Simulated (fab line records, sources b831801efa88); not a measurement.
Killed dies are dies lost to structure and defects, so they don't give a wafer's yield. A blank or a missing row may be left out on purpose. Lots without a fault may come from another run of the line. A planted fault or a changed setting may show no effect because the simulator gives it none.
Which tool did it? | flow sky130 | 11 lots, 33 wafers sampled, at 3 steps of a route of 708

WHAT THE GAUGES READ, wafer by wafer
SKY_LOCAL_INTERCONNECT_CD_MEAS_11: target cd 170 nm. Usual: cd_nm 170.0 nm, standard deviation 1.4.
lot  | measured     | on        | cd_nm (nm)        | flag
L652 | day 30 07:37 | cd_sem-02 | 168.3 167.7 167.3 |
L655 | day 31 07:56 | cd_sem-02 | 170.4 170.0 170.7 |
L656 | day 31 09:04 | cd_sem-02 | 168.8 168.2 169.0 |
L657 | day 32 10:43 | cd_sem-02 | 169.3 167.9 169.4 |
L662 | day 34 02:52 | cd_sem-01 | 135.6 113.8 124.5 | OFF
L664 | day 34 15:47 | cd_sem-01 | 141.3 148.8 140.2 | OFF
L666 | day 35 02:35 | cd_sem-01 | 171.1 171.2 170.2 |
L668 | day 35 17:01 | cd_sem-01 | 169.2 171.2 169.8 |
L670 | day 36 08:17 | cd_sem-01 | 171.3 170.6 170.1 |
L674 | day 37 07:14 | cd_sem-01 | 170.2 172.1 171.8 |
L675 | day 37 20:23 | cd_sem-02 | 167.5 167.8 168.5 |

WHICH TOOL RAN EACH LOT (tool, then ch and the chambers of the sampled wafers, then the start)
lot  | SKY_LI_CONTACT_SPUTTER_19    | SKY_LOCAL_INTERCONNECT_EXPOSE_08
L652 | pvd_sputter-02, day 29 02:30 | krf_scanner-01 ch 0, day 29 17:43
L655 | pvd_sputter-01, day 30 03:38 | krf_scanner-01 ch 0, day 30 18:01
L656 | pvd_sputter-03, day 30 04:45 | krf_scanner-02 ch 0, day 30 19:18
L657 | pvd_sputter-01, day 31 06:38 | krf_scanner-01 ch 0, day 31 21:26
L662 | pvd_sputter-01, day 32 23:10 | krf_scanner-01 ch 0, day 33 13:56
L664 | pvd_sputter-01, day 33 12:02 | krf_scanner-01 ch 0, day 34 02:49
L666 | pvd_sputter-02, day 33 23:13 | krf_scanner-02 ch 0, day 34 13:35
L668 | pvd_sputter-03, day 34 13:59 | krf_scanner-02 ch 0, day 35 04:18
L670 | pvd_sputter-01, day 35 04:30 | krf_scanner-02 ch 0, day 35 18:53
L674 | pvd_sputter-01, day 36 04:01 | krf_scanner-01 ch 0, day 36 18:08
L675 | pvd_sputter-01, day 36 16:57 | krf_scanner-02 ch 0, day 37 07:23
- SKY_LI_CONTACT_SPUTTER_19: material Ti, target thk 20 nm, time 106.37 s.
- SKY_LOCAL_INTERCONNECT_EXPOSE_08: exposes mask LI1M, target cd 170 nm.

WHAT THE TOOLS THEMSELVES READ (means of the sampled wafers that have a number; where no wafer has one, the mark that the record gives instead)
SKY_LI_CONTACT_SPUTTER_19. Usual: throttle_valve_pct 30.0 %, standard deviation 0.97.
lot  | tool           | throttle_valve_pct (%) | flag
L652 | pvd_sputter-02 | 31.0                   |
L655 | pvd_sputter-01 | 29.1                   |
L656 | pvd_sputter-03 | 29.6                   |
L657 | pvd_sputter-01 | 29.5                   |
L662 | pvd_sputter-01 | 29.3                   |
L664 | pvd_sputter-01 | 29.4                   |
L666 | pvd_sputter-02 | 30.3                   |
L668 | pvd_sputter-03 | 30.2                   |
L670 | pvd_sputter-01 | 30.0                   |
L674 | pvd_sputter-01 | 30.9                   |
L675 | pvd_sputter-01 | 30.2                   |

SKY_LOCAL_INTERCONNECT_EXPOSE_08. Usual: exposure_dose_mJ_cm2 28.06, standard deviation 0.093.
lot  | tool           | exposure_dose_mJ_cm2 | flag
L652 | krf_scanner-01 | 28.16                |
L655 | krf_scanner-01 | 28.16                |
L656 | krf_scanner-02 | 27.94                |
L657 | krf_scanner-01 | 28.18                |
L662 | krf_scanner-01 | 28.21                |
L664 | krf_scanner-01 | 28.14                |
L666 | krf_scanner-02 | 27.97                |
L668 | krf_scanner-02 | 27.96                |
L670 | krf_scanner-02 | 27.98                |
L674 | krf_scanner-01 | 28.15                |
L675 | krf_scanner-02 | 27.96                |

THE ANSWER, worked out from the rows above alone
Rule: a lot is off if the mean of its wafers that have a number lies more than 3 standard deviations from the usual mean. A lot without any number at a reading at which 4 lots or more have one is off too. The other lots that the step has rows for count as sound. The gauges are gone through in route order, then the tools' own readings, and for those a lot's mean is taken as printed above. The first step at which some lot is off is used, and at that step the reading that is off furthest; a lot without a number counts as furthest.
Off: L662, L664, at SKY_LOCAL_INTERCONNECT_CD_MEAS_11 (cd_nm).
A tool fits if, at a process step before that reading, it ran every lot that is off, and no sound lot after the first of them. The gauges at SKY_LOCAL_INTERCONNECT_CD_MEAS_11 are tried like those tools. None of those tried fits.

WHAT THE SIMULATOR HAD PUT IN
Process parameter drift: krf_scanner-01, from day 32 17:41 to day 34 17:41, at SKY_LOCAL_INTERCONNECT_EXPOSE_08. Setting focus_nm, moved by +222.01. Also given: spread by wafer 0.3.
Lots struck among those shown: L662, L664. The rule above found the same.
